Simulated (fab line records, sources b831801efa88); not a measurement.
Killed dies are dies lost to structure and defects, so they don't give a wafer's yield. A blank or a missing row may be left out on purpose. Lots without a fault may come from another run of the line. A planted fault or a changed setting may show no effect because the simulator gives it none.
Problem report in the 8D (eight disciplines) form, filled by code | flow sky130 | the parts of the form that need people (team, actions taken, sign-off) are left out

1. THE PROBLEM
oes_product_au at SKY_VIA2_ETCH_15 reads a mean of 0.998 a.u. on 1 wafer of 1 lot; wafers without a fault read 0.940 a.u. with a standard deviation of 0.0044. That is +13 standard deviations from the usual mean.
The step: etches SiO2 in C4F8/O2/Ar, stops on TiN, target depth 546 nm, time 84 s.
First seen on wafer L985.3, day 41 14:47, on rie_diel-01. The record holds 39 wafers of 13 lots with a number at this step. Rule for "out", or "out of limits": more than 4 standard deviations from the usual mean. The other wafers with a number count as sound.

2. WHAT IT IS AND WHAT IT IS NOT
question                    | is                | is not
which readings at this step | oes_product_au    | -
which lots                  | L985              | L969, L970, L972, L974, L975, L976, L978, L979, L980, L981, L982, L983
which wafers of those lots  | L985.3            | L985.2, L985.4
read on which tools         | rie_diel-01       | rie_diel-03, rie_diel-04
when                        | from day 41 14:47 | up to then (38 sound wafers)

3. SUSPECTS, AND WHAT RULES EACH OUT
Counting: a tool at a process step up to the reading stays a suspect if it ran every lot that is out. Sound lots after the first of them don't rule it out here, since some wafers of a struck lot are sound.
- cmp-01 at SKY_VIA2_CMP_02 (polishes SiO2): kept. It ran the lot that is out, L985 (day 40 13:13); its last sound lot up to then is L982 (day 39 00:14).
- rie_diel-01 at SKY_VIA2_ETCH_15 (etches SiO2 in C4F8/O2/Ar, stops on TiN, target depth 546 nm, time 84 s): kept. It ran the lot that is out, L985 (day 41 14:47); its last sound lot up to then is L975 (day 38 08:56). Its own readings are out on those wafers: oes_product_au.
- Within cmp-01 at SKY_VIA2_CMP_02: the wafers that are out ran in chamber 2; their sound lot-mates ran in chambers 1, 3.
- Within rie_diel-01 at SKY_VIA2_ETCH_15: the wafers that are out ran in chamber 1; their sound lot-mates ran in chambers 0, 2.
Left after counting: cmp-01 at SKY_VIA2_CMP_02, rie_diel-01 at SKY_VIA2_ETCH_15.

4. THE CAUSE (what the simulator had put in)
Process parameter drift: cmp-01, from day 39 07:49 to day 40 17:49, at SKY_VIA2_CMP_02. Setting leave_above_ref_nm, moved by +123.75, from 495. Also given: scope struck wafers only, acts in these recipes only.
Counting left 2 suspects, and this tool is among them.

5. THE CHAIN OF EFFECTS, in route order
Each row: a reading whose mean over the struck wafers that have a number lies more than 3 standard deviations from the usual. Only readings for which the record gives a usual standard deviation are gone through. hours: the time from each lot's start at the first step in this table that gives one to its start at this step, as a median over the lots. sigmas: the change in usual standard deviations.
hours | step             | reading        | usual      | on struck wafers | change | sigmas
0     | SKY_VIA2_ETCH_15 | oes_product_au | 0.940 a.u. | 0.998            | +0.058 | +13
The process steps in it:
- SKY_VIA2_ETCH_15: etches SiO2 in C4F8/O2/Ar, stops on TiN, target depth 546 nm, time 84 s.
Later measuring or inspecting steps at which every struck wafer that the step has a row for has a number for every such reading, and none has moved that far: SKY_VIA2_RS_MEAS_22.

6. WHAT WOULD HAVE CAUGHT IT SOONER
In this record the first reading out of limits was taken at day 41 14:47, 55 hours after the fault began at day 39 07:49.
Of the tool readings at SKY_VIA2_CMP_02 for which the record gives a usual standard deviation, none was out on any struck wafer, so an alarm limit of 4 standard deviations on them would not have fired.
All the lots that are out (1) had begun SKY_VIA2_CMP_02 on cmp-01 by day 41 14:47. A hold on the tool at that time would have spared none of them.
